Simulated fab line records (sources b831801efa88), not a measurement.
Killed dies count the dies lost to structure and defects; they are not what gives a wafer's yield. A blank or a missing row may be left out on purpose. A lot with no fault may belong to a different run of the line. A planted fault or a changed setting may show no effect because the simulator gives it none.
fab line records ; flow sky130 ; part 2 of 2: steps 29 to 40 of 40
record lots=5; wafers=15; lastDay=50
route steps=708 shown VIA2@510 METAL3@532 CAPM@537
lots that met no fault: taken from a fault-free run of the same line
startH: start of the lot's first displayed wafer, in hours after the record's first day ; waitH: hours since the lot's step before ; " repeats the value in the row above ; L1.1+2: a single row standing in for several wafers ; - no value, or no start was given ; * or withheld: withheld ; < > ~ a bound
route shown NAME@n: names a module that has steps shown in the file, with the first one's number in the route ; usual: mean/standard deviation of fault-free wafers ; same: alike in all rows ; chamber/n: place in a boat ; sites: the reading at each site ; _std_site: standard deviation across them ; _edge_site: inner sites' mean taken away from outer sites' mean ; radiusMm: how far each site lies from the wafer's centre ; mask NAME#n: copy n ; behind: the most recent tool/chamber to have shaped the wafer ; hold: the reason the lot was held/the length of the hold in hours/how it ended ; device: names the non-switching transistor (n, p or np) ; end of line: the route-end tests of the same wafers ; a step without rows: its recipe alone ; killed: dies lost to structure and defects at the first sort, not the wafer's yield ; map: dies across one wafer; x = killed, . = not, _ = none there
set.NAME: the setting that was run; set.NAME@STEP: the one run at that earlier step ; model.NAME: the simulator's own value behind a step, which no gauge read
lots at selected steps of the route; one table per step, one row per wafer
services: the hour from which a tool's chamber was out of use, counted from the record's first day as startH (under 0 if before that day), plus the number of hours and why
## steps
# step SKY_CAPM_THK_MEAS_01
# recipe reads=SiO2_of_CAPM_CVD_00
# usual CAPM_CVD_00_THK=15.53/0.24
lot.wafer;tool;chamber;startH;waitH;CAPM_CVD_00_THK[nm]
L078.2;filmMetro-04;-;880.07;-;15.09
L078.4;filmMetro-04;-;880.07;-;15.45
L078.5;filmMetro-04;-;880.07;-;15.40
L083.2;filmMetro-03;-;926.15;-;15.49
L083.3;filmMetro-03;-;926.15;-;15.64
L083.6;filmMetro-03;-;926.15;-;15.84
L085.4;filmMetro-03;-;946.42;-;15.61
L085.5;filmMetro-03;-;946.42;-;15.68
L085.6;filmMetro-03;-;946.42;-;15.83
L088.3;filmMetro-04;-;954.32;-;15.04
L088.5;filmMetro-04;-;954.32;-;15.10
L088.6;filmMetro-04;-;954.32;-;15.36
L095.1;filmMetro-02;-;1003.24;-;15.74
L095.4;filmMetro-02;-;1003.24;-;15.90
L095.5;filmMetro-02;-;1003.24;-;15.59
# step SKY_CAPM_SPUTTER_02
# recipe material=TiN; targetThkNm=200; tempC=300; powerW=6500; timeS=166.7; chamberPressurePa=0.4
# usual throttleValvePct=29.8/0.98
lot.wafer;tool;chamber;startH;waitH;throttleValvePct
L078.2;pvdSputter-04;-;880.12;0.0;29.1
L078.4;pvdSputter-04;-;880.12;0.0;29.6
L078.5;pvdSputter-04;-;880.12;0.0;29.6
L083.2;pvdSputter-01;-;926.20;0.0;28.3
L083.3;pvdSputter-01;-;926.20;0.0;31.0
L083.6;pvdSputter-01;-;926.20;0.0;30.8
L085.4;pvdSputter-04;-;946.45;0.0;30.7
L085.5;pvdSputter-04;-;946.45;0.0;30.5
L085.6;pvdSputter-04;-;946.45;0.0;29.5
L088.3;pvdSputter-04;-;954.36;0.0;30.4
L088.5;pvdSputter-04;-;954.36;0.0;31.1
L088.6;pvdSputter-04;-;954.36;0.0;29.0
L095.1;pvdSputter-01;-;1003.30;0.1;29.1
L095.4;pvdSputter-01;-;1003.30;0.1;28.7
L095.5;pvdSputter-01;-;1003.30;0.1;28.3
# step SKY_CAPM_RS_MEAS_03
# recipe thkMeasGauge=four-point-probe; reads=TiN_of_CAPM_SPUTTER_02
# usual CAPM_TIN_RS=6.94/0.077
lot.wafer;tool;chamber;startH;waitH;CAPM_TIN_RS[ohm/sq]
L078.2;filmMetro-02;-;880.25;0.1;6.91
L078.4;filmMetro-02;-;880.25;0.1;6.86
L078.5;filmMetro-02;-;880.25;0.1;6.88
L083.2;filmMetro-04;-;926.33;0.1;6.84
L083.3;filmMetro-04;-;926.33;0.1;6.83
L083.6;filmMetro-04;-;926.33;0.1;6.76
L085.4;filmMetro-04;-;946.62;0.1;6.98
L085.5;filmMetro-04;-;946.62;0.1;6.97
L085.6;filmMetro-04;-;946.62;0.1;6.97
L088.3;filmMetro-02;-;954.51;0.1;6.99
L088.5;filmMetro-02;-;954.51;0.1;6.90
L088.6;filmMetro-02;-;954.51;0.1;6.97
L095.1;filmMetro-03;-;1003.41;0.1;6.99
L095.4;filmMetro-03;-;1003.41;0.1;6.96
L095.5;filmMetro-03;-;1003.41;0.1;6.90
# step SKY_CAPM_THK_MEAS_04
# recipe thkMeasGauge=xrf; reads=TiN_of_CAPM_SPUTTER_02
# usual CAPM_TIN_THK=198.7/2.4
lot.wafer;tool;chamber;startH;waitH;CAPM_TIN_THK[nm]
L078.2;filmMetro-02;-;880.36;0.1;199.3
L078.4;filmMetro-02;-;880.36;0.1;202.0
L078.5;filmMetro-02;-;880.36;0.1;201.5
L083.2;filmMetro-04;-;926.44;0.1;200.9
L083.3;filmMetro-04;-;926.44;0.1;201.8
L083.6;filmMetro-04;-;926.44;0.1;202.4
L085.4;filmMetro-04;-;946.71;0.1;197.5
L085.5;filmMetro-04;-;946.71;0.1;196.8
L085.6;filmMetro-04;-;946.71;0.1;197.0
L088.3;filmMetro-02;-;954.61;0.1;196.1
L088.5;filmMetro-02;-;954.61;0.1;198.8
L088.6;filmMetro-02;-;954.61;0.1;198.3
L095.1;filmMetro-03;-;1003.53;0.1;197.6
L095.4;filmMetro-03;-;1003.53;0.1;198.2
L095.5;filmMetro-03;-;1003.53;0.1;199.3
# step SKY_CAPM_DEHYDRATE_05
# recipe tempC=200; timeS=60
lot.wafer;tool;chamber;startH;waitH
L078.2+4+5;lithoTrack-03;0;892.32;12.0
L083.2+3+6;lithoTrack-02;0;938.76;12.3
L085.4+5+6;lithoTrack-02;0;958.01;11.3
L088.3+5+6;lithoTrack-03;0;966.15;11.5
L095.1+4+5;lithoTrack-04;0;1014.08;10.5
# step SKY_CAPM_HMDS_06
# recipe primeTimeS=60; primeTempC=120
lot.wafer;tool;chamber;startH;waitH
L078.2+4+5;lithoTrack-03;0;892.47;0.1
L083.2+3+6;lithoTrack-02;0;938.91;0.1
L085.4+5+6;lithoTrack-02;0;958.16;0.1
L088.3+5+6;lithoTrack-03;0;966.30;0.1
L095.1+4+5;lithoTrack-04;0;1014.23;0.1
# step SKY_CAPM_COAT_07
# recipe resist=NOVOLAK; spinRpm=3000; resistThkNm=1140
# usual spinSpeedRpm=2999.8/1.8
lot.wafer;tool;chamber;startH;waitH;spinSpeedRpm
L078.2;lithoTrack-03;0;892.62;0.1;2998.6
L078.4;lithoTrack-03;0;892.62;0.1;2999.9
L078.5;lithoTrack-03;0;892.62;0.1;2999.2
L083.2;lithoTrack-02;0;939.06;0.1;2997.2
L083.3;lithoTrack-02;0;939.06;0.1;2998.4
L083.6;lithoTrack-02;0;939.06;0.1;3002.4
L085.4;lithoTrack-02;0;958.31;0.1;2997.0
L085.5;lithoTrack-02;0;958.31;0.1;2999.9
L085.6;lithoTrack-02;0;958.31;0.1;2999.8
L088.3;lithoTrack-03;0;966.45;0.1;3001.7
L088.5;lithoTrack-03;0;966.45;0.1;3002.0
L088.6;lithoTrack-03;0;966.45;0.1;3002.3
L095.1;lithoTrack-04;0;1014.38;0.1;2999.8
L095.4;lithoTrack-04;0;1014.38;0.1;3000.5
L095.5;lithoTrack-04;0;1014.38;0.1;3001.0
# step SKY_CAPM_SOFTBAKE_08
# recipe tempC=90; timeS=60; resist=NOVOLAK
lot.wafer;tool;chamber;startH;waitH
L078.2+4+5;lithoTrack-03;0;892.77;0.1
L083.2+3+6;lithoTrack-02;0;939.21;0.1
L085.4+5+6;lithoTrack-02;0;958.46;0.1
L088.3+5+6;lithoTrack-03;0;966.60;0.1
L095.1+4+5;lithoTrack-04;0;1014.53;0.1
# step SKY_CAPM_EXPOSE_09
# recipe maskId=CAPM; na=0.6; sourceShape=conventional; sigmaOuter=0.6; polarization=unpolarized; targetCdNm=1000; doseMj=159
lot.wafer;tool;chamber;startH;waitH;mask
L078.2+4+5;ilineStepper-02;0;-;-;CAPM#0
L083.2+3+6;ilineStepper-02;0;-;-;CAPM#0
L085.4+5+6;ilineStepper-01;0;-;-;CAPM#0
L088.3+5+6;ilineStepper-02;0;-;-;CAPM#0
L095.1+4+5;ilineStepper-01;0;-;-;CAPM#0
# step SKY_CAPM_PEB_10
# recipe tempC=withheld; timeS=*; resist=NOVOLAK
lot.wafer;tool;chamber;startH;waitH
L078.2+4+5;lithoTrack-03;0;-;-
L083.2+3+6;lithoTrack-04;0;-;-
L085.4+5+6;lithoTrack-03;0;-;-
L088.3+5+6;lithoTrack-04;0;-;-
L095.1+4+5;lithoTrack-02;0;-;-
# step SKY_CAPM_DEVELOP_11
# recipe resist=NOVOLAK; developer=TMAH; developTimeS=60; devTempC=23
# usual developerTempC=22.98/0.11
lot.wafer;tool;chamber;startH;waitH;developerTempC
L078.2;lithoTrack-03;0;905.02;0.1;22.95
L078.4;lithoTrack-03;0;905.02;0.1;23.00
L078.5;lithoTrack-03;0;905.02;0.1;23.07
L083.2;lithoTrack-04;0;950.71;0.1;22.94
L083.3;lithoTrack-04;0;950.71;0.1;22.99
L083.6;lithoTrack-04;0;950.71;0.1;23.09
L085.4;lithoTrack-03;0;969.67;0.1;22.93
L085.5;lithoTrack-03;0;969.67;0.1;23.01
L085.6;lithoTrack-03;0;969.67;0.1;22.92
L088.3;lithoTrack-04;0;978.03;0.1;23.01
L088.5;lithoTrack-04;0;978.03;0.1;22.83
L088.6;lithoTrack-04;0;978.03;0.1;22.86
L095.1;lithoTrack-02;0;1026.18;0.1;23.03
L095.4;lithoTrack-02;0;1026.18;0.1;22.83
L095.5;lithoTrack-02;0;1026.18;0.1;22.84
# step SKY_CAPM_OVL_MEAS_12
# usual CAPM_OVL=-0.4/1.6
lot.wafer;tool;chamber;startH;waitH;CAPM_OVL[nm]
L078.2;overlay-01;-;905.15;0.1;-0.7
L078.4;overlay-01;-;905.15;0.1;2.2
L078.5;overlay-01;-;905.15;0.1;0.5
L083.2;overlay-02;-;950.84;0.1;-0.2
L083.3;overlay-02;-;950.84;0.1;0.4
L083.6;overlay-02;-;950.84;0.1;0.9
L085.4;overlay-01;-;969.76;0.1;-1.4
L085.5;overlay-01;-;969.76;0.1;-2.0
L085.6;overlay-01;-;969.76;0.1;-3.4
L088.3;overlay-01;-;978.15;0.1;-0.2
L088.5;overlay-01;-;978.15;0.1;-1.1
L088.6;overlay-01;-;978.15;0.1;0.2
L095.1;overlay-01;-;1026.33;0.1;-2.7
L095.4;overlay-01;-;1026.33;0.1;-2.4
L095.5;overlay-01;-;1026.33;0.1;-2.1
## services
tool;chamber;startH;hours;kind
rieDiel-01;-;846.16;13.5;repair
rieDiel-02;0;866.96;3.0;repair
krfScanner-02;-;868.95;1.3;pm
pecvd-04;2;874.70;11.2;repair
pvdSputter-03;-;879.41;2.4;repair
wetBench-02;-;903.86;77.1;repair
pvdSputter-03;-;914.68;2.8;repair
pvdSputter-03;-;917.05;0.6;repair
rieDiel-01;2;917.06;14.8;repair
pvdSputter-04;-;932.89;11.4;repair
wetBench-01;-;941.16;2.2;repair
pvdSputter-04;-;949.14;3.7;repair
pvdSputter-02;-;952.40;1.0;repair
krfScanner-02;-;952.76;0.8;pm
cmp-01;-;957.46;1.4;repair
cmp-01;-;964.94;14.4;pm
krfScanner-02;-;965.76;1.0;pm
krfScanner-02;-;970.53;1.3;repair
wetBench-01;-;977.78;0.5;repair
wetBench-04;-;983.72;2.1;repair
pvdSputter-03;-;985.56;0.9;repair
cmp-01;-;993.67;7.0;pm
rieDiel-01;3;1003.60;9.6;repair
rieDiel-02;2;1013.54;2.4;repair
